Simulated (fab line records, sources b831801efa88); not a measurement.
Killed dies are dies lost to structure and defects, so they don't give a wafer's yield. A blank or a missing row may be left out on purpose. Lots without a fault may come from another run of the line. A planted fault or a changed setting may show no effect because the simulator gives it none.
Problem report in the 8D (eight disciplines) form, filled by code | flow sky130 | the parts of the form that need people (team, actions taken, sign-off) are left out

1. THE PROBLEM
run_length_s at SKY_PASSIVATION_ETCH_11 reads a mean of 209.1 s on 6 wafers of 2 lots; wafers without a fault read 189.4 s with a standard deviation of 0.54. That is +36 standard deviations from the usual mean.
The step: etches the open film in CF4/O2, stops on AlCu, target depth 725 nm, time 161.1 s.
First seen on wafer L625.4, day 48 13:37, on rie_diel-01. The record holds 33 wafers of 11 lots with a number at this step. Rule for "out", or "out of limits": more than 4 standard deviations from the usual mean. The other wafers with a number count as sound.

2. WHAT IT IS AND WHAT IT IS NOT
question                    | is                           | is not
which readings at this step | run_length_s, oes_product_au | drypump_motor_current_A
which lots                  | L625, L628                   | L611, L612, L616, L617, L619, L622, L626, L629, L633
which wafers of those lots  | all that have a number       | -
read on which tools         | rie_diel-01                  | rie_diel-02, rie_diel-04
when                        | from day 48 13:37            | up to then (18 sound wafers); but 9 sound wafers of L626, L629, L633 came after

3. SUSPECTS, AND WHAT RULES EACH OUT
Counting: a tool at a process step up to the reading stays a suspect if it ran every lot that is out and no sound lot after the first of them.
- rie_diel-01 at SKY_PASSIVATION_ETCH_11 (etches the open film in CF4/O2, stops on AlCu, target depth 725 nm, time 161.1 s): kept. It ran every lot that is out, first L625 (day 48 13:37), and no sound lot after that; its last sound lot up to then is L619 (day 47 19:34). Its own readings are out on those wafers: oes_product_au, run_length_s.
Left after counting: rie_diel-01 at SKY_PASSIVATION_ETCH_11.

4. THE CAUSE (what the simulator had put in)
Process parameter drift: rie_diel-01, from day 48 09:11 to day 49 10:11, at SKY_PASSIVATION_ETCH_11. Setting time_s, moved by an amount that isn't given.
Counting left only this tool.

5. THE CHAIN OF EFFECTS, in route order
Each row: a reading whose mean over the struck wafers that have a number lies more than 3 standard deviations from the usual. Only readings for which the record gives a usual standard deviation are gone through. hours: the time from each lot's start at the first step in this table that gives one to its start at this step, as a median over the lots. sigmas: the change in usual standard deviations.
hours | step                     | reading                  | usual      | on struck wafers | change | sigmas
0     | SKY_PASSIVATION_ETCH_11  | oes_product_au           | 0.978 a.u. | 0.913            | -0.065 | -9.2
0     | SKY_PASSIVATION_ETCH_11  | run_length_s             | 189.4 s    | 209.1            | +19.7  | +36
0     | SKY_PASSIVATION_STRIP_12 | strip_time_to_endpoint_s | 31.45 s    | 30.60            | -0.85  | -6.1
The process steps in it:
- SKY_PASSIVATION_ETCH_11: etches the open film in CF4/O2, stops on AlCu, target depth 725 nm, time 161.1 s.
- SKY_PASSIVATION_STRIP_12: strips in O2/N2.

6. WHAT WOULD HAVE CAUGHT IT SOONER
In this record the first reading out of limits was taken at day 48 13:37, 4 hours after the fault began at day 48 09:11.
